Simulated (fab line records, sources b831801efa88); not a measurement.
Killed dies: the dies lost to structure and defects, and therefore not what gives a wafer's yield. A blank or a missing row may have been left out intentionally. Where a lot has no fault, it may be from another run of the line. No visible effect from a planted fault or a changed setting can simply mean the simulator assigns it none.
A lot that was struck, set against a sound lot | flow sky130 | 21 steps out of a route of 708
Sound: wafers L761.4, L761.5, L761.6. The struck wafers were L760.2, L760.4, L760.5. The cause comes at the end.
For every step that has rows: the tool of each side, followed by ch and its chambers, followed by its first start. Under that, the readings that differ: sound wafers | struck wafers | difference of the means | sigmas: that difference in standard deviations of wafers without a fault.
alike: a reading whose means differ by less than 2 such deviations, as well as words and numbers matching on both sides. not compared: withheld readings; readings where some wafer has no value; bounds like >300 that might hide an equal value; numbers whose values overlap and for which the record gives no deviation.
A row with sigmas, a row that says differs or no value, or rows on one side alone: a step with any of these is where the two part. Numbers that don't overlap but have no deviation are shown without sigmas and don't part them. A reading missing from all wafers of one side parts the sides only when that side holds two or more wafers.

first, 1 step without rows for these wafers: SKY_METAL2_SPUTTER_00 (material Ti, target thk 15 nm, time 10 s).
SKY_METAL2_SPUTTER_01: material TiN, target thk 20 nm, time 16.7 s.
  struck on pvd-sputter-01, day 39 01:58; sound on pvd-sputter-01, day 39 12:16
  alike: throttle-valve-pct
SKY_METAL2_SPUTTER_02: material AlCu, target thk 250 nm, time 13.3 s.
  struck on pvd-sputter-01, day 39 01:59; sound on pvd-sputter-01, day 39 12:17
  alike: throttle-valve-pct
SKY_METAL2_SPUTTER_03: material Ti, target thk 5 nm, time 3.3 s.
  struck on pvd-sputter-01, day 39 02:01; sound on pvd-sputter-01, day 39 12:19
  alike: throttle-valve-pct
then, 1 step without rows for these wafers: SKY_METAL2_SPUTTER_04 (material TiN, target thk 70 nm, time 58.3 s).
SKY_METAL2_RS_MEAS_05: measurement is done with a four-point probe.
  struck on film-metro-03, day 39 02:05; sound on film-metro-01, day 39 12:26
  alike: METAL2_ALCU_RS
SKY_METAL2_THK_MEAS_06: measures by xrf.
  struck on film-metro-03, day 39 02:12; sound on film-metro-01, day 39 12:31
  alike: METAL2_ALCU_THK
then, 5 steps without rows for these wafers: SKY_METAL2_DEHYDRATE_07 (time 60 s); SKY_METAL2_HMDS_08 (prime time 60 s); SKY_METAL2_COAT_09 (resist thk 60 nm); SKY_METAL2_COAT_10 (resist thk 450 nm); SKY_METAL2_SOFTBAKE_11 (time 90 s).
SKY_METAL2_EXPOSE_12: exposes mask MM2, target cd 140 nm.
  sound on krf-scanner-01 ch 0, day 40 01:31; struck on krf-scanner-02 ch 0, day 39 15:04
  reading              | sound             | struck            | difference | sigmas
  exposure-dose-mJ-cm2 | 28.48 28.49 28.50 | 20.71 20.76 20.72 | -7.76      | -29
  alike: mask, focus-offset-nm
then, 2 steps without rows for these wafers: SKY_METAL2_PEB_13; SKY_METAL2_DEVELOP_14 (develop time 60 s).
SKY_METAL2_CD_MEAS_15 targets a cd of 140 nm.
  struck on cd-sem-02, day 40 03:32; sound on cd-sem-01, day 40 13:34
  reading    | sound             | struck            | difference | sigmas
  cd-nm (nm) | 141.3 139.5 139.0 | 198.8 197.8 197.3 | +58.0      | +41
SKY_METAL2_OVL_MEAS_16:
  struck on overlay-02, day 40 03:39; sound on overlay-01, day 40 13:38
  alike: METAL2_OVL
SKY_METAL2_DESCUM_17: chemistry O2, time 8 s.
  sound on rie-metal-02 ch 0,1, day 40 13:40; struck on rie-metal-03 ch 0,1, day 40 03:41
  reading                 | sound             | struck            | difference | sigmas
  model.METAL2.cd-nm (nm) | 140.1 137.9 138.7 | 199.4 197.3 197.6 | +59.2      |
  alike: drypump-motor-current-A, oes-product-au
  not compared: rf-hours-counter-h
SKY_METAL2_ETCH_18: etches BARC in N2/H2, stops on SiO2, time 45.9 s, target depth 60 nm.
  sound on rie-metal-02 ch 0,1, day 40 13:44; struck on rie-metal-03 ch 0,1, day 40 03:43
  alike: drypump-motor-current-A, oes-product-au, throttle-valve-pct
  not compared: rf-hours-counter-h
SKY_METAL2_METAL_ETCH_19: etches the open film in Cl2/BCl3, stops on SiO2, target depth 360 nm, time 78 s.
  sound on rie-metal-02 ch 0,1, day 40 13:49; struck on rie-metal-03 ch 0,1, day 40 03:46
  reading                 | sound             | struck          | difference | sigmas
  model.METAL2.cd-nm (nm) | 142.5 140.3 139.5 | 197.2 199 195.2 | +56.4      |
  alike: drypump-motor-current-A, oes-product-au, throttle-valve-pct
  not compared: rf-hours-counter-h
SKY_METAL2_STRIP_20: strips in O2/N2.
  sound on plasma-asher-01 ch 0,1, day 40 13:56; struck on plasma-asher-01 ch 0,1, day 40 03:52
  alike: drypump-motor-current-A, oes-product-au, strip-time-to-endpoint-s
  not compared: rf-hours-counter-h

WHERE THEY PART
Last at SKY_METAL2_CD_MEAS_15 as far as this record goes, first at SKY_METAL2_EXPOSE_12. Later steps at which nothing parts them and some readings are alike: SKY_METAL2_OVL_MEAS_16, SKY_METAL2_DESCUM_17, SKY_METAL2_ETCH_18, SKY_METAL2_METAL_ETCH_19, SKY_METAL2_STRIP_20.

WHY: what had been put in by the simulator
Process parameter drift: krf-scanner-02, from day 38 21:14 on, at SKY_METAL2_EXPOSE_12. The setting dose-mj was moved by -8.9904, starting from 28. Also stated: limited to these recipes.
